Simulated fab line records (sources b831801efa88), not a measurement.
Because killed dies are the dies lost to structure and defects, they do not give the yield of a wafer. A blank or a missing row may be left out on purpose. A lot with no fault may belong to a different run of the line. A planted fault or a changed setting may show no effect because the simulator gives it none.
Shared-tool check    flow sky130    39 wafers sampled across 13 lots

== THE REASON FOR OPENING IT ==
Flagged at SKY_SD_N_CD_MEAS_07: reading cdNm, on 2 of 13 lots. Wafers without a fault read 380.0 nm, standard deviation 2.3.
Rule: flag the lot when none of its wafers has a number, or when each of its wafers that has one lies beyond 4 standard deviations from that mean. The other lots count as sound.

lot   measured      on        cdNm (nm), wafer by wafer  flag
L108  day 27 20:28  cdSem-02  384.6 381.4 382.0          
L109  day 28 16:23  cdSem-02  377.9 377.4 377.5          
L110  day 29 05:52  cdSem-01  378.4 380.3 381.2          
L111  day 29 23:05  cdSem-02  376.9 378.2 380.4          
L113  day 30 07:57  cdSem-01  380.3 377.1 378.8          
L114  day 30 16:21  cdSem-01  380.8 382.0 383.4          
L117  day 31 08:14  cdSem-01  378.8 381.5 382.4          
L119  day 31 23:26  cdSem-02  380.8 381.5 378.4          
L120  day 32 16:17  cdSem-01  230.3 231.0 233.6          FLAGGED
L122  day 33 01:17  cdSem-01  237.0 237.4 236.0          FLAGGED
L124  day 34 10:17  cdSem-02  382.2 383.1 380.9          
L126  day 34 11:11  cdSem-02  381.6 382.6 382.1          
L130  day 35 07:37  cdSem-01  381.6 383.7 381.0          
The mean of the flagged lots' numbers is 234.2 nm, -145.8 nm from the usual (-63 standard deviations).

== LOT BY LOT: THE TOOL USED ==
The record holds 1 process step before the reading, out of a route of 708 steps. Read each cell as the tool, then ch plus the chambers that the sampled wafers visited, then the start.
lot   flag     SKY_SD_N_DEVELOP_06
L108           lithoTrack-04 ch 0, day 27 20:19
L109           lithoTrack-02 ch 0, day 28 16:14
L110           lithoTrack-01 ch 0, day 29 05:36
L111           lithoTrack-01 ch 0, day 29 22:57
L113           lithoTrack-01 ch 0, day 30 07:48
L114           lithoTrack-04 ch 0, day 30 16:13
L117           lithoTrack-02 ch 0, day 31 08:05
L119           lithoTrack-02 ch 0, day 31 23:17
L120  FLAGGED  lithoTrack-02 ch 0, day 32 16:08
L122  FLAGGED  lithoTrack-02 ch 0, day 33 01:08
L124           lithoTrack-04 ch 0, day 34 10:08
L126           lithoTrack-04 ch 0, day 34 11:02
L130           lithoTrack-04 ch 0, day 35 07:28
What is done by these steps:
- SKY_SD_N_DEVELOP_06: develop time 60 s.
- SKY_SD_N_CD_MEAS_07: target cd 380 nm.

== FLAGGED OVER TOTAL, TOOL BY TOOL (the gauges that took the reading come last) ==
step                 tool           lots run  flagged  share of the flagged lots  sound lots run after its first flagged lot
SKY_SD_N_DEVELOP_06  lithoTrack-01  3         0        none                       -
SKY_SD_N_DEVELOP_06  lithoTrack-02  5         2        all                        0
SKY_SD_N_DEVELOP_06  lithoTrack-04  5         0        none                       -
SKY_SD_N_CD_MEAS_07  cdSem-01       7         2        all                        1 (L130)
SKY_SD_N_CD_MEAS_07  cdSem-02       6         0        none                       -

== THE TABLE: WHAT IT ALLOWS ==
Rows of the table that ran all the flagged lots, 2 in number: lithoTrack-02 at SKY_SD_N_DEVELOP_06; cdSem-01 at SKY_SD_N_CD_MEAS_07.
- lithoTrack-02 at SKY_SD_N_DEVELOP_06 ran 5 lots, 2 of them flagged. A fault beginning between L119 (day 31 23:17), its last sound lot, and L120 (day 32 16:08), its first flagged one, fits the data.
- cdSem-01 at SKY_SD_N_CD_MEAS_07 ran 7 lots, 2 of them flagged. Sound lots followed the first flagged one (L130) on it, something a lasting fault affecting the whole tool could not allow.
Left over: one tool, lithoTrack-02 at SKY_SD_N_DEVELOP_06.

== WHAT THE SIMULATOR HAD PUT IN ==
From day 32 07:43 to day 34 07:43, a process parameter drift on lithoTrack-02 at SKY_SD_N_DEVELOP_06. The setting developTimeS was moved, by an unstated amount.
Lots struck among those shown: L120, L122. This agrees with what the rule above found.
